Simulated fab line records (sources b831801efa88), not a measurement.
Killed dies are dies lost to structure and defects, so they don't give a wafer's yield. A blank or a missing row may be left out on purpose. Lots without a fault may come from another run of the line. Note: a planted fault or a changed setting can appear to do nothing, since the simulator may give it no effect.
fab line records / flow sky130
record: lots: 6 wafers: 18 last_day: 49
route steps=708 shown SONOS_ONO@182 GATE_OXIDE@187 PAD_OPEN@708
lots that met no fault: from a run of the same line without faults
start_h: the number of hours between the record's first day and the start of the first shown wafer of the lot / wait_h: time in hours since the lot's previous step / " unchanged from the row above / L1.1+2: a single row standing in for several wafers / - either no value or no given start / * or withheld: withheld / < > ~ a bound
route shown NAME@n: names a module that has steps shown in the file, with the first one's number in the route / usual: mean/standard deviation of fault-free wafers / same: alike in all rows / chamber/n: place in a boat / sites: per-site readings / _std_site: standard deviation across them / _edge_site: the outer-site mean with the inner-site mean subtracted / radius_mm: how far each site lies from the wafer's centre / mask NAME#n: copy n / behind: the last tool/chamber to shape the wafer / hold: reason for holding the lot/hours on hold/outcome of the hold / device: the n, p or np transistor that did not switch / end of line: tests run on the same wafers once the route is complete / a step without rows: its recipe alone / killed: dies that structure and defects cost at the first sort, which is not the same as the wafer's yield / map: a wafer's dies, marking killed ones x, the rest . and places with no die _
set.NAME: setting as actually run; set.NAME@STEP: the setting as run at that earlier step / model.NAME: the simulator's own value behind a step, which no gauge read
certain route steps with their lots: each step a table, each wafer a row
services: from which hour (start_h, from the record's first day; less than 0 if before it) a tool's chamber was out of use, for how many hours, and why
== steps ==
step: SKY_SONOS_ONO_OVL_MEAS_14
usual: SONOS_ONO_OVL: 0.4/1.4
lot.wafer=L915.2 tool=overlay-02 chamber=- start_h=293.58 wait_h=0.1 SONOS_ONO_OVL[nm]=-0.6
lot.wafer=L915.3 tool=overlay-02 chamber=- start_h=293.58 wait_h=0.1 SONOS_ONO_OVL[nm]=0.1
lot.wafer=L915.5 tool=overlay-02 chamber=- start_h=293.58 wait_h=0.1 SONOS_ONO_OVL[nm]=-1.0
lot.wafer=L923.1 tool=overlay-01 chamber=- start_h=358.76 wait_h=0.1 SONOS_ONO_OVL[nm]=0.4
lot.wafer=L923.3 tool=overlay-01 chamber=- start_h=358.76 wait_h=0.1 SONOS_ONO_OVL[nm]=2.1
lot.wafer=L923.5 tool=overlay-01 chamber=- start_h=358.76 wait_h=0.1 SONOS_ONO_OVL[nm]=1.5
lot.wafer=L929.1 tool=overlay-01 chamber=- start_h=411.71 wait_h=0.1 SONOS_ONO_OVL[nm]=-0.4
lot.wafer=L929.2 tool=overlay-01 chamber=- start_h=411.71 wait_h=0.1 SONOS_ONO_OVL[nm]=1.4
lot.wafer=L929.6 tool=overlay-01 chamber=- start_h=411.71 wait_h=0.1 SONOS_ONO_OVL[nm]=0.4
lot.wafer=L930.1 tool=overlay-02 chamber=- start_h=418.07 wait_h=0.1 SONOS_ONO_OVL[nm]=0.1
lot.wafer=L930.2 tool=overlay-02 chamber=- start_h=418.07 wait_h=0.1 SONOS_ONO_OVL[nm]=0.2
lot.wafer=L930.5 tool=overlay-02 chamber=- start_h=418.07 wait_h=0.1 SONOS_ONO_OVL[nm]=-0.7
lot.wafer=L931.2 tool=overlay-02 chamber=- start_h=422.66 wait_h=0.1 SONOS_ONO_OVL[nm]=0.8
lot.wafer=L931.3 tool=overlay-02 chamber=- start_h=422.66 wait_h=0.1 SONOS_ONO_OVL[nm]=1.7
lot.wafer=L931.6 tool=overlay-02 chamber=- start_h=422.66 wait_h=0.1 SONOS_ONO_OVL[nm]=2.9
lot.wafer=L934.2 tool=overlay-01 chamber=- start_h=446.57 wait_h=0.1 SONOS_ONO_OVL[nm]=0.3
lot.wafer=L934.4 tool=overlay-01 chamber=- start_h=446.57 wait_h=0.1 SONOS_ONO_OVL[nm]=-0.5
lot.wafer=L934.6 tool=overlay-01 chamber=- start_h=446.57 wait_h=0.1 SONOS_ONO_OVL[nm]=1.2
step: SKY_SONOS_ONO_ETCH_15
recipe: target_depth_nm: 19.52 chemistry: CHF3/O2 source_w: 600 bias_w: 200 pressure_mtorr: 40 chf3_flow_sccm: 50 O2_flow_sccm: 5 time_s: 7.8
usual: drypump_motor_current_A: 5.9/0.57 oes_product_au: 1.003/0.013 throttle_valve_pct: 8.825/0.01
lot.wafer=L915.2 tool=rie_diel-01 chamber=1 start_h=293.61 wait_h=0.0 drypump_motor_current_A=6.5 oes_product_au=1.008 rf_hours_counter_h=9 throttle_valve_pct=8.827
lot.wafer=L915.3 tool=rie_diel-01 chamber=0 start_h=293.61 wait_h=0.0 drypump_motor_current_A=6.1 oes_product_au=1.036 rf_hours_counter_h=9 throttle_valve_pct=8.828
lot.wafer=L915.5 tool=rie_diel-01 chamber=1 start_h=293.61 wait_h=0.0 drypump_motor_current_A=6.5 oes_product_au=1.009 rf_hours_counter_h=- throttle_valve_pct=8.829
lot.wafer=L923.1 tool=rie_diel-02 chamber=2 start_h=358.80 wait_h=0.0 drypump_motor_current_A=5.4 oes_product_au=0.988 rf_hours_counter_h=0 throttle_valve_pct=8.808
lot.wafer=L923.3 tool=rie_diel-02 chamber=3 start_h=358.80 wait_h=0.0 drypump_motor_current_A=6.6 oes_product_au=1.005 rf_hours_counter_h=74 throttle_valve_pct=8.828
lot.wafer=L923.5 tool=rie_diel-02 chamber=2 start_h=358.80 wait_h=0.0 drypump_motor_current_A=5.5 oes_product_au=0.967 rf_hours_counter_h=- throttle_valve_pct=8.819
lot.wafer=L929.1 tool=rie_diel-02 chamber=0 start_h=411.75 wait_h=0.0 drypump_motor_current_A=6.2 oes_product_au=1.002 rf_hours_counter_h=59 throttle_valve_pct=8.820
lot.wafer=L929.2 tool=rie_diel-02 chamber=2 start_h=411.75 wait_h=0.0 drypump_motor_current_A=5.4 oes_product_au=1.004 rf_hours_counter_h=1 throttle_valve_pct=8.833
lot.wafer=L929.6 tool=rie_diel-02 chamber=3 start_h=411.75 wait_h=0.0 drypump_motor_current_A=6.6 oes_product_au=1.017 rf_hours_counter_h=- throttle_valve_pct=8.823
lot.wafer=L930.1 tool=rie_diel-01 chamber=2 start_h=418.11 wait_h=0.0 drypump_motor_current_A=5.9 oes_product_au=1.019 rf_hours_counter_h=7 throttle_valve_pct=8.815
lot.wafer=L930.2 tool=rie_diel-01 chamber=1 start_h=418.11 wait_h=0.0 drypump_motor_current_A=6.5 oes_product_au=1.014 rf_hours_counter_h=11 throttle_valve_pct=8.832
lot.wafer=L930.5 tool=rie_diel-01 chamber=0 start_h=418.11 wait_h=0.0 drypump_motor_current_A=6.2 oes_product_au=1.020 rf_hours_counter_h=- throttle_valve_pct=8.825
lot.wafer=L931.2 tool=rie_diel-02 chamber=2 start_h=422.69 wait_h=0.0 drypump_motor_current_A=5.5 oes_product_au=1.004 rf_hours_counter_h=1 throttle_valve_pct=8.822
lot.wafer=L931.3 tool=rie_diel-02 chamber=0 start_h=422.69 wait_h=0.0 drypump_motor_current_A=6.2 oes_product_au=1.010 rf_hours_counter_h=59 throttle_valve_pct=8.813
lot.wafer=L931.6 tool=rie_diel-02 chamber=3 start_h=422.69 wait_h=0.0 drypump_motor_current_A=6.6 oes_product_au=1.014 rf_hours_counter_h=- throttle_valve_pct=8.825
lot.wafer=L934.2 tool=rie_diel-02 chamber=0 start_h=446.60 wait_h=0.0 drypump_motor_current_A=6.2 oes_product_au=0.993 rf_hours_counter_h=60 throttle_valve_pct=8.823
lot.wafer=L934.4 tool=rie_diel-02 chamber=3 start_h=446.60 wait_h=0.0 drypump_motor_current_A=6.7 oes_product_au=0.983 rf_hours_counter_h=76 throttle_valve_pct=8.830
lot.wafer=L934.6 tool=rie_diel-02 chamber=2 start_h=446.60 wait_h=0.0 drypump_motor_current_A=5.4 oes_product_au=0.987 rf_hours_counter_h=- throttle_valve_pct=8.824
step: SKY_SONOS_ONO_WET_ETCH_16
recipe: chemistry: dHF target_depth_nm: 14 dry: n2_spin target: SiO2 dilution: 100:1 temp_c: 25 time_s: 280
step: SKY_SONOS_ONO_STRIP_17
recipe: chemistry: O2/N2 power_w: 1400 pressure_mtorr: 1500 platen_temp_c: withheld o2_flow_sccm: 3000 n2_flow_sccm: 300 overash_fraction: 0.5
usual: drypump_motor_current_A: 6.10/0.21 oes_product_au: 0.710/0.0048 strip_time_to_endpoint_s: 14.11/0.035
same: overash_fraction: 0.5
lot.wafer=L915.2 tool=plasma_asher-02 chamber=0 start_h=293.72 wait_h=0.0 drypump_motor_current_A=6.04 oes_product_au=0.715 rf_hours_counter_h=50 strip_time_to_endpoint_s=14.11
lot.wafer=L915.3 tool=plasma_asher-02 chamber=1 start_h=293.72 wait_h=0.0 drypump_motor_current_A=6.37 oes_product_au=0.714 rf_hours_counter_h=- strip_time_to_endpoint_s=14.07
lot.wafer=L915.5 tool=plasma_asher-02 chamber=0 start_h=293.72 wait_h=0.0 drypump_motor_current_A=6.05 oes_product_au=0.699 rf_hours_counter_h=- strip_time_to_endpoint_s=14.12
lot.wafer=L923.1 tool=plasma_asher-03 chamber=0 start_h=358.90 wait_h=0.0 drypump_motor_current_A=5.71 oes_product_au=0.712 rf_hours_counter_h=23 strip_time_to_endpoint_s=14.09
lot.wafer=L923.3 tool=plasma_asher-03 chamber=0 start_h=358.90 wait_h=0.0 drypump_motor_current_A=5.70 oes_product_au=0.717 rf_hours_counter_h=- strip_time_to_endpoint_s=14.08
lot.wafer=L923.5 tool=plasma_asher-03 chamber=0 start_h=358.90 wait_h=0.0 drypump_motor_current_A=5.70 oes_product_au=0.704 rf_hours_counter_h=- strip_time_to_endpoint_s=14.12
lot.wafer=L929.1 tool=plasma_asher-03 chamber=0 start_h=411.86 wait_h=0.0 drypump_motor_current_A=5.71 oes_product_au=0.714 rf_hours_counter_h=27 strip_time_to_endpoint_s=14.11
lot.wafer=L929.2 tool=plasma_asher-03 chamber=1 start_h=411.86 wait_h=0.0 drypump_motor_current_A=6.17 oes_product_au=0.710 rf_hours_counter_h=27 strip_time_to_endpoint_s=14.14
lot.wafer=L929.6 tool=plasma_asher-03 chamber=0 start_h=411.86 wait_h=0.0 drypump_motor_current_A=5.72 oes_product_au=0.708 rf_hours_counter_h=- strip_time_to_endpoint_s=14.04
lot.wafer=L930.1 tool=plasma_asher-03 chamber=0 start_h=418.21 wait_h=0.0 drypump_motor_current_A=5.70 oes_product_au=0.713 rf_hours_counter_h=27 strip_time_to_endpoint_s=14.15
lot.wafer=L930.2 tool=plasma_asher-03 chamber=1 start_h=418.21 wait_h=0.0 drypump_motor_current_A=6.18 oes_product_au=0.716 rf_hours_counter_h=27 strip_time_to_endpoint_s=14.16
lot.wafer=L930.5 tool=plasma_asher-03 chamber=1 start_h=418.21 wait_h=0.0 drypump_motor_current_A=6.19 oes_product_au=0.704 rf_hours_counter_h=- strip_time_to_endpoint_s=14.11
lot.wafer=L931.2 tool=plasma_asher-03 chamber=1 start_h=422.79 wait_h=0.0 drypump_motor_current_A=6.16 oes_product_au=0.707 rf_hours_counter_h=28 strip_time_to_endpoint_s=14.14
lot.wafer=L931.3 tool=plasma_asher-03 chamber=1 start_h=422.79 wait_h=0.0 drypump_motor_current_A=6.17 oes_product_au=0.720 rf_hours_counter_h=- strip_time_to_endpoint_s=14.12
lot.wafer=L931.6 tool=plasma_asher-03 chamber=0 start_h=422.79 wait_h=0.0 drypump_motor_current_A=5.71 oes_product_au=0.709 rf_hours_counter_h=- strip_time_to_endpoint_s=14.13
lot.wafer=L934.2 tool=plasma_asher-02 chamber=0 start_h=446.71 wait_h=0.0 drypump_motor_current_A=6.05 oes_product_au=0.708 rf_hours_counter_h=66 strip_time_to_endpoint_s=14.06
lot.wafer=L934.4 tool=plasma_asher-02 chamber=0 start_h=446.71 wait_h=0.0 drypump_motor_current_A=6.08 oes_product_au=0.711 rf_hours_counter_h=- strip_time_to_endpoint_s=14.07
lot.wafer=L934.6 tool=plasma_asher-02 chamber=1 start_h=446.71 wait_h=0.0 drypump_motor_current_A=6.32 oes_product_au=0.704 rf_hours_counter_h=- strip_time_to_endpoint_s=14.07
step: SKY_SONOS_ONO_WET_ETCH_18
recipe: chemistry: H3PO4 target_depth_nm: 15 target: Si3N4 temp_c: 160 time_s: 172
step: SKY_GATE_OXIDE_CLEAN_00
recipe: chemistry: SC1/SC2 mix: 1:4:20 temp_c: 70 time_s: 150 dry: n2_spin
step: SKY_GATE_OXIDE_OXIDATION_01
recipe: temp_c: 900 ambient: O2 stabilise_s: 600 purge_s: 300 target_thk_a: 102.68 ox_time_s: 1473
step: SKY_GATE_OXIDE_THK_MEAS_02
recipe: reads: SiO2_of_GATE_OXIDE_OXIDATION_01
usual: GATE_OXIDE_OXIDATION_00_THK: 10.33/0.17
lot.wafer=L915.2 tool=film_metro-04 chamber=- start_h=295.71 wait_h=0.0 GATE_OXIDE_OXIDATION_00_THK[nm]=10.39
lot.wafer=L915.3 tool=film_metro-04 chamber=- start_h=295.71 wait_h=0.0 GATE_OXIDE_OXIDATION_00_THK[nm]=10.52
lot.wafer=L915.5 tool=film_metro-04 chamber=- start_h=295.71 wait_h=0.0 GATE_OXIDE_OXIDATION_00_THK[nm]=10.50
lot.wafer=L923.1 tool=film_metro-04 chamber=- start_h=360.52 wait_h=0.0 GATE_OXIDE_OXIDATION_00_THK[nm]=9.99
lot.wafer=L923.3 tool=film_metro-04 chamber=- start_h=360.52 wait_h=0.0 GATE_OXIDE_OXIDATION_00_THK[nm]=10.39
lot.wafer=L923.5 tool=film_metro-04 chamber=- start_h=360.52 wait_h=0.0 GATE_OXIDE_OXIDATION_00_THK[nm]=10.23
lot.wafer=L929.1 tool=film_metro-04 chamber=- start_h=414.39 wait_h=0.0 GATE_OXIDE_OXIDATION_00_THK[nm]=10.73
lot.wafer=L929.2 tool=film_metro-04 chamber=- start_h=414.39 wait_h=0.0 GATE_OXIDE_OXIDATION_00_THK[nm]=10.67
lot.wafer=L929.6 tool=film_metro-04 chamber=- start_h=414.39 wait_h=0.0 GATE_OXIDE_OXIDATION_00_THK[nm]=10.81
lot.wafer=L930.1 tool=film_metro-01 chamber=- start_h=419.83 wait_h=0.0 GATE_OXIDE_OXIDATION_00_THK[nm]=10.30
lot.wafer=L930.2 tool=film_metro-01 chamber=- start_h=419.83 wait_h=0.0 GATE_OXIDE_OXIDATION_00_THK[nm]=10.33
lot.wafer=L930.5 tool=film_metro-01 chamber=- start_h=419.83 wait_h=0.0 GATE_OXIDE_OXIDATION_00_THK[nm]=10.25
lot.wafer=L931.2 tool=film_metro-01 chamber=- start_h=424.42 wait_h=0.0 GATE_OXIDE_OXIDATION_00_THK[nm]=10.19
lot.wafer=L931.3 tool=film_metro-01 chamber=- start_h=424.42 wait_h=0.0 GATE_OXIDE_OXIDATION_00_THK[nm]=10.24
lot.wafer=L931.6 tool=film_metro-01 chamber=- start_h=424.42 wait_h=0.0 GATE_OXIDE_OXIDATION_00_THK[nm]=10.38
lot.wafer=L934.2 tool=film_metro-04 chamber=- start_h=448.34 wait_h=0.0 GATE_OXIDE_OXIDATION_00_THK[nm]=10.33
lot.wafer=L934.4 tool=film_metro-04 chamber=- start_h=448.34 wait_h=0.0 GATE_OXIDE_OXIDATION_00_THK[nm]=10.37
lot.wafer=L934.6 tool=film_metro-04 chamber=- start_h=448.34 wait_h=0.0 GATE_OXIDE_OXIDATION_00_THK[nm]=10.41
step: SKY_GATE_OXIDE_DEHYDRATE_03
recipe: temp_c: 200 time_s: 60
step: SKY_GATE_OXIDE_HMDS_04
recipe: prime_time_s: 60 prime_temp_c: 120
step: SKY_GATE_OXIDE_COAT_05
recipe: resist: NOVOLAK spin_rpm: 3000 resist_thk_nm: 1140
step: SKY_GATE_OXIDE_SOFTBAKE_06
recipe: temp_c: 90 time_s: 60 resist: NOVOLAK
step: SKY_GATE_OXIDE_EXPOSE_07
recipe: mask_id: LVOM na: 0.6 source_shape: conventional sigma_outer: 0.6 polarization: unpolarized target_cd_nm: 600 dose_mj: 170
lot.wafer=L915.2+3+5 tool=iline_stepper-01 chamber=0 start_h=308.72 wait_h=- mask=LVOM#0 model.GATE_OXIDE.overlay_x_nm=-0.5526
lot.wafer=L923.1+3+5 tool=iline_stepper-02 chamber=0 start_h=373.99 wait_h=- mask=LVOM#0 model.GATE_OXIDE.overlay_x_nm=-0.2976
lot.wafer=L929.1+2+6 tool=iline_stepper-01 chamber=0 start_h=429.20 wait_h=- mask=LVOM#0 model.GATE_OXIDE.overlay_x_nm=117.5
lot.wafer=L930.1+2+5 tool=iline_stepper-02 chamber=0 start_h=435.41 wait_h=- mask=LVOM#0 model.GATE_OXIDE.overlay_x_nm=0.3902
lot.wafer=L931.2+3+6 tool=iline_stepper-02 chamber=0 start_h=439.22 wait_h=- mask=LVOM#0 model.GATE_OXIDE.overlay_x_nm=0.2994
lot.wafer=L934.2+4+6 tool=iline_stepper-01 chamber=0 start_h=463.98 wait_h=- mask=LVOM#0 model.GATE_OXIDE.overlay_x_nm=118.3
step: SKY_GATE_OXIDE_PEB_08
recipe: temp_c: withheld time_s: * resist: NOVOLAK
step: SKY_GATE_OXIDE_DEVELOP_09
recipe: resist: NOVOLAK developer: TMAH develop_time_s: 60 dev_temp_c: 23
step: SKY_GATE_OXIDE_OVL_MEAS_10
usual: GATE_OXIDE_OVL: 0.5/1.8
lot.wafer=L915.2 tool=overlay-01 chamber=- start_h=320.95 wait_h=0.1 GATE_OXIDE_OVL[nm]=1.4
lot.wafer=L915.3 tool=overlay-01 chamber=- start_h=320.95 wait_h=0.1 GATE_OXIDE_OVL[nm]=1.2
lot.wafer=L915.5 tool=overlay-01 chamber=- start_h=320.95 wait_h=0.1 GATE_OXIDE_OVL[nm]=0.5
lot.wafer=L923.1 tool=overlay-02 chamber=- start_h=387.55 wait_h=0.1 GATE_OXIDE_OVL[nm]=-0.2
lot.wafer=L923.3 tool=overlay-02 chamber=- start_h=387.55 wait_h=0.1 GATE_OXIDE_OVL[nm]=0.4
lot.wafer=L923.5 tool=overlay-02 chamber=- start_h=387.55 wait_h=0.1 GATE_OXIDE_OVL[nm]=1.1
lot.wafer=L929.1 tool=overlay-02 chamber=- start_h=444.83 wait_h=0.1 GATE_OXIDE_OVL[nm]=117.3
lot.wafer=L929.2 tool=overlay-02 chamber=- start_h=444.83 wait_h=0.1 GATE_OXIDE_OVL[nm]=116.6
lot.wafer=L929.6 tool=overlay-02 chamber=- start_h=444.83 wait_h=0.1 GATE_OXIDE_OVL[nm]=114.7
lot.wafer=L930.1 tool=overlay-02 chamber=- start_h=450.80 wait_h=0.1 GATE_OXIDE_OVL[nm]=2.0
lot.wafer=L930.2 tool=overlay-02 chamber=- start_h=450.80 wait_h=0.1 GATE_OXIDE_OVL[nm]=1.8
lot.wafer=L930.5 tool=overlay-02 chamber=- start_h=450.80 wait_h=0.1 GATE_OXIDE_OVL[nm]=3.4
lot.wafer=L931.2 tool=overlay-02 chamber=- start_h=455.54 wait_h=0.1 GATE_OXIDE_OVL[nm]=0.6
lot.wafer=L931.3 tool=overlay-02 chamber=- start_h=455.54 wait_h=0.1 GATE_OXIDE_OVL[nm]=1.5
lot.wafer=L931.6 tool=overlay-02 chamber=- start_h=455.54 wait_h=0.1 GATE_OXIDE_OVL[nm]=1.4
lot.wafer=L934.2 tool=overlay-02 chamber=- start_h=478.84 wait_h=0.1 GATE_OXIDE_OVL[nm]=120.1
lot.wafer=L934.4 tool=overlay-02 chamber=- start_h=478.84 wait_h=0.1 GATE_OXIDE_OVL[nm]=117.6
lot.wafer=L934.6 tool=overlay-02 chamber=- start_h=478.84 wait_h=0.1 GATE_OXIDE_OVL[nm]=118.7
step: SKY_GATE_OXIDE_IMPLANT_11
recipe: species: B energy_kev: 10 dose_cm2: 2.6e+12 tilt_deg: withheld
step: SKY_PAD_OPEN_PROBE_99
usual: killed_at_M0_to_M3: 43/6.8 killed_at_M4_up: 3.3/2.1 killed_at_contacts: 24/5 killed_at_front_end: 15/4.4 killed_at_other: 0.3/0.57 killed_dies: 86/9.7 killed_open: 47/7.3 killed_short: 39/6.1
same: gross_dies: 492 killed_at_back_side: 0
lot.wafer=L923.1 tool=prober-01 chamber=- start_h=1133.55 wait_h=0.1 killed_at_M0_to_M3=48 killed_at_M4_up=2 killed_at_contacts=24 killed_at_front_end=19 killed_at_other=0 killed_dies=93 killed_open=48 killed_short=45
lot.wafer=L923.3 tool=prober-01 chamber=- start_h=1133.65 wait_h=0.2 killed_at_M0_to_M3=43 killed_at_M4_up=4 killed_at_contacts=21 killed_at_front_end=16 killed_at_other=0 killed_dies=84 killed_open=46 killed_short=38
lot.wafer=L923.5 tool=prober-01 chamber=- start_h=1133.75 wait_h=0.2 killed_at_M0_to_M3=41 killed_at_M4_up=2 killed_at_contacts=28 killed_at_front_end=18 killed_at_other=1 killed_dies=90 killed_open=50 killed_short=40
lot.wafer=L929.1 tool=prober-01 chamber=- start_h=1169.18 wait_h=0.1 killed_at_M0_to_M3=49 killed_at_M4_up=2 killed_at_contacts=15 killed_at_front_end=14 killed_at_other=0 killed_dies=80 killed_open=43 killed_short=37
lot.wafer=L929.2 tool=prober-01 chamber=- start_h=1169.23 wait_h=0.1 killed_at_M0_to_M3=51 killed_at_M4_up=1 killed_at_contacts=23 killed_at_front_end=7 killed_at_other=1 killed_dies=83 killed_open=51 killed_short=31
lot.wafer=L929.6 tool=prober-01 chamber=- start_h=1169.43 wait_h=0.2 killed_at_M0_to_M3=46 killed_at_M4_up=2 killed_at_contacts=19 killed_at_front_end=17 killed_at_other=0 killed_dies=84 killed_open=52 killed_short=32
lot.wafer=L930.1 tool=prober-02 chamber=- start_h=1175.36 wait_h=0.1 killed_at_M0_to_M3=48 killed_at_M4_up=2 killed_at_contacts=30 killed_at_front_end=10 killed_at_other=0 killed_dies=90 killed_open=52 killed_short=38
lot.wafer=L930.2 tool=prober-02 chamber=- start_h=1175.41 wait_h=0.1 killed_at_M0_to_M3=39 killed_at_M4_up=5 killed_at_contacts=20 killed_at_front_end=16 killed_at_other=0 killed_dies=80 killed_open=42 killed_short=38
lot.wafer=L930.5 tool=prober-02 chamber=- start_h=1175.56 wait_h=0.2 killed_at_M0_to_M3=57 killed_at_M4_up=3 killed_at_contacts=22 killed_at_front_end=20 killed_at_other=0 killed_dies=102 killed_open=54 killed_short=48
lot.wafer=L934.2 tool=prober-02 chamber=- start_h=1186.76 wait_h=0.1 killed_at_M0_to_M3=48 killed_at_M4_up=4 killed_at_contacts=25 killed_at_front_end=17 killed_at_other=0 killed_dies=94 killed_open=55 killed_short=39
lot.wafer=L934.4 tool=prober-02 chamber=- start_h=1186.86 wait_h=0.2 killed_at_M0_to_M3=44 killed_at_M4_up=4 killed_at_contacts=31 killed_at_front_end=18 killed_at_other=0 killed_dies=97 killed_open=54 killed_short=43
lot.wafer=L934.6 tool=prober-02 chamber=- start_h=1186.96 wait_h=0.2 killed_at_M0_to_M3=33 killed_at_M4_up=0 killed_at_contacts=15 killed_at_front_end=21 killed_at_other=0 killed_dies=69 killed_open=33 killed_short=36
killed by level:class
L923.1 VIA1:geometric_particle:open=11 VIA3:geometric_particle:open=9 POLY_GATE:geometric_particle:short=6 VIA2:geometric_particle:short=6 CONTACT:geometric_particle:open=6 VIA2:geometric_particle:open=6 LI_CONTACT:geometric_particle:short=5 LI_CONTACT:geometric_particle:open=5
L923.3 CONTACT:geometric_particle:open=9 VIA1:geometric_particle:open=9 VIA2:geometric_particle:open=8 VIA3:geometric_particle:open=7 LI_CONTACT:geometric_particle:open=6 POLY_GATE:geometric_particle:short=5 POLY_GATE:geometric_particle:open=5 VIA1:geometric_particle:short=4
L923.5 CONTACT:geometric_particle:open=10 VIA2:geometric_particle:open=8 LI_CONTACT:geometric_particle:open=7 VIA1:geometric_particle:open=6 FIELD_ISO:geometric_particle:open=5 METAL2:geometric_particle:short=5 METAL1:geometric_particle:short=5 CONTACT:geometric_particle:short=5
L929.1 VIA2:geometric_particle:open=10 VIA1:geometric_particle:open=8 METAL1:geometric_particle:short=6 VIA1:geometric_particle:short=6 VIA3:geometric_particle:open=6 LI_CONTACT:geometric_particle:open=5 CONTACT:geometric_particle:open=5 METAL2:geometric_particle:short=5
L929.2 VIA1:geometric_particle:open=16 CONTACT:geometric_particle:open=11 VIA2:geometric_particle:open=8 VIA1:geometric_particle:short=7 METAL2:geometric_particle:short=6 CONTACT:geometric_particle:short=5 VIA3:geometric_particle:open=5 LI_CONTACT:geometric_particle:open=4
L929.6 VIA1:geometric_particle:open=14 CONTACT:geometric_particle:open=10 POLY_GATE:geometric_particle:open=7 VIA1:geometric_particle:short=7 VIA3:geometric_particle:open=7 METAL1:geometric_particle:short=5 FIELD_ISO:geometric_particle:short=3 LI_CONTACT:geometric_particle:open=3
L930.1 VIA1:geometric_particle:open=15 VIA3:geometric_particle:open=11 LI_CONTACT:geometric_particle:open=8 CONTACT:geometric_particle:open=7 VIA3:geometric_particle:short=7 CONTACT:geometric_particle:short=6 LOCAL_INTERCONNECT:geometric_particle:short=5 POLY_GATE:geometric_particle:short=3
L930.2 FIELD_ISO:geometric_particle:open=7 VIA3:geometric_particle:open=7 CONTACT:geometric_particle:open=6 METAL3:geometric_particle:short=5 LI_CONTACT:geometric_particle:open=5 VIA1:geometric_particle:open=5 VIA1:geometric_particle:short=5 POLY_GATE:geometric_particle:open=4
L930.5 VIA1:geometric_particle:open=11 VIA3:geometric_particle:open=10 METAL1:geometric_particle:short=9 VIA2:geometric_particle:open=9 METAL2:geometric_particle:short=6 LI_CONTACT:geometric_particle:open=5 CONTACT:geometric_particle:open=5 VIA1:geometric_particle:short=5
L934.2 VIA3:geometric_particle:open=10 CONTACT:geometric_particle:open=8 VIA1:geometric_particle:open=8 LI_CONTACT:geometric_particle:open=7 METAL2:geometric_particle:short=7 METAL1:geometric_particle:short=7 LOCAL_INTERCONNECT:geometric_particle:short=6 VIA2:geometric_particle:open=5
L934.4 VIA1:geometric_particle:open=14 LI_CONTACT:geometric_particle:open=9 CONTACT:geometric_particle:open=9 POLY_GATE:geometric_particle:open=6 VIA2:geometric_particle:open=6 CONTACT:geometric_particle:short=5 LOCAL_INTERCONNECT:geometric_particle:short=5 METAL1:geometric_particle:short=4
L934.6 VIA1:geometric_particle:open=10 FIELD_ISO:geometric_particle:short=8 CONTACT:geometric_particle:open=7 METAL1:geometric_particle:short=6 METAL3:geometric_particle:short=6 POLY_GATE:geometric_particle:short=4 LI_CONTACT:geometric_particle:open=4 VIA1:geometric_particle:short=4
== services ==
tool=rie_diel-01 chamber=2 start_h=291.94 hours=5.5 kind=repair
tool=rie_diel-02 chamber=0 start_h=292.04 hours=5.2 kind=repair
tool=iline_stepper-01 chamber=- start_h=301.31 hours=1.7 kind=pm
tool=rie_diel-01 chamber=3 start_h=301.54 hours=4.8 kind=repair
tool=rie_diel-01 chamber=3 start_h=314.36 hours=4.6 kind=repair
tool=rie_diel-02 chamber=3 start_h=314.55 hours=7.2 kind=repair
tool=iline_stepper-02 chamber=0 start_h=323.15 hours=- kind=calibration
tool=rie_diel-02 chamber=2 start_h=339.36 hours=- kind=clean
tool=rie_diel-02 chamber=2 start_h=339.36 hours=15.1 kind=scheduled_down
tool=rie_diel-02 chamber=2 start_h=339.36 hours=15.1 kind=vent_cycle
tool=rie_diel-02 chamber=0 start_h=353.46 hours=2.4 kind=repair
tool=plasma_asher-03 chamber=- start_h=373.65 hours=14.6 kind=pm
tool=iline_stepper-01 chamber=- start_h=385.97 hours=4.4 kind=pm
tool=iline_stepper-02 chamber=- start_h=399.88 hours=2.1 kind=pm
tool=iline_stepper-02 chamber=- start_h=401.96 hours=- kind=consumable_replace:lamp
tool=iline_stepper-01 chamber=0 start_h=405.50 hours=- kind=calibration
tool=iline_stepper-02 chamber=- start_h=407.17 hours=1.7 kind=pm
tool=rie_diel-01 chamber=- start_h=413.18 hours=2.8 kind=pm
tool=iline_stepper-02 chamber=- start_h=427.36 hours=0.7 kind=repair
tool=rie_diel-01 chamber=2 start_h=435.89 hours=7.2 kind=repair
tool=rie_diel-01 chamber=0 start_h=442.65 hours=9.2 kind=repair
== key ==
first_sign: step: SKY_GATE_OXIDE_OVL_MEAS_10 reading: GATE_OXIDE_OVL direction: up sigmas: 66 usual: 0.5 struck: 117.5
effect none on later readings
model_effect: step: SKY_GATE_OXIDE_EXPOSE_07 value: GATE_OXIDE.overlay_x_nm without: -0.2335 struck: 117.9
met_at SKY_GATE_OXIDE_EXPOSE_07
struck_wafers L929.1,L929.2,L929.6,L934.2,L934.4,L934.6
tester_left_out L929,L934
onset_between 308.72 429.20
fault: kind: scanner_matching_overlay tool: iline_stepper-01 chamber: - onset_h: 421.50 steps: SKY_GATE_OXIDE_EXPOSE_07 offset: 118.17
tester_left_out: of these lots the tester's yield and bins aren't shown, on N5 and GAA mostly nor the transistor test; their killed dies are dies lost to structure and defects alone, not to doping, threshold or leakage, so they don't give the yield
